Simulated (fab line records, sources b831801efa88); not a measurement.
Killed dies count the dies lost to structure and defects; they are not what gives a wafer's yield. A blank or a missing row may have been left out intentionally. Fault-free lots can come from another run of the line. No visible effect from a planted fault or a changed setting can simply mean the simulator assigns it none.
2 desks looking at one fault ; flow sfqLine ; only its own numbers are on each desk; what lay behind them is given at the end

## FROM THE METROLOGY DESK
Means of the sampled wafers that have a number, per lot and without regard to the tool the lot ran on: this is what the gauges read. A lot is out of limits, marked OUT, if its mean lies more than 4 standard deviations from the usual mean; the brackets give that distance.
Columns: A = I5_OVL at SFQ_I5_OVL_MEAS_936, usual 0 nm
lot;first seen here;A
L613;day 63 16:16;-10
L615;day 63 20:47;4
L625;day 66 16:57;1
L627;day 66 21:45;2
L628;day 67 02:20;-2
L632;day 67 20:44;-5
L633;day 68 00:19;0
Result from this desk: across the 7 lots, nothing is out of limits.

## THE TOOL OWNER'S DESK: rieDiel-04
The tool's own readings at SFQ_TRILAYER_I5_BARC_OPEN_VIA_ETCH_200 (etches BARC in O2, target depth 125 nm, time 41.7 s): means of the sampled wafers that have a number, for each lot that ran on this tool. A lot is out of limits, marked OUT, if its mean lies more than 4 standard deviations from the usual mean; the brackets give that distance.
Columns: A = drypumpMotorCurrentA at SFQ_TRILAYER_I5_BARC_OPEN_VIA_ETCH_200, usual 5.55 A; B = oesProductAu at SFQ_TRILAYER_I5_BARC_OPEN_VIA_ETCH_200, usual 0.685 a.u.
lot;first seen here;A;B
L613;day 63 16:17;5.51;0.686
L615;day 63 20:49;5.72;0.686
L625;day 66 16:59;5.66;0.688
L627;day 66 21:47;5.72;0.684
L628;day 67 02:22;5.67;0.681
Result from this desk: across the 5 lots, nothing is out of limits.

## ALL TOGETHER
Metrology desk: nothing out of limits seen.
Nothing out of limits was seen by the tool owner's desk.

## WHAT HAD BEEN PUT IN BY THE SIMULATOR
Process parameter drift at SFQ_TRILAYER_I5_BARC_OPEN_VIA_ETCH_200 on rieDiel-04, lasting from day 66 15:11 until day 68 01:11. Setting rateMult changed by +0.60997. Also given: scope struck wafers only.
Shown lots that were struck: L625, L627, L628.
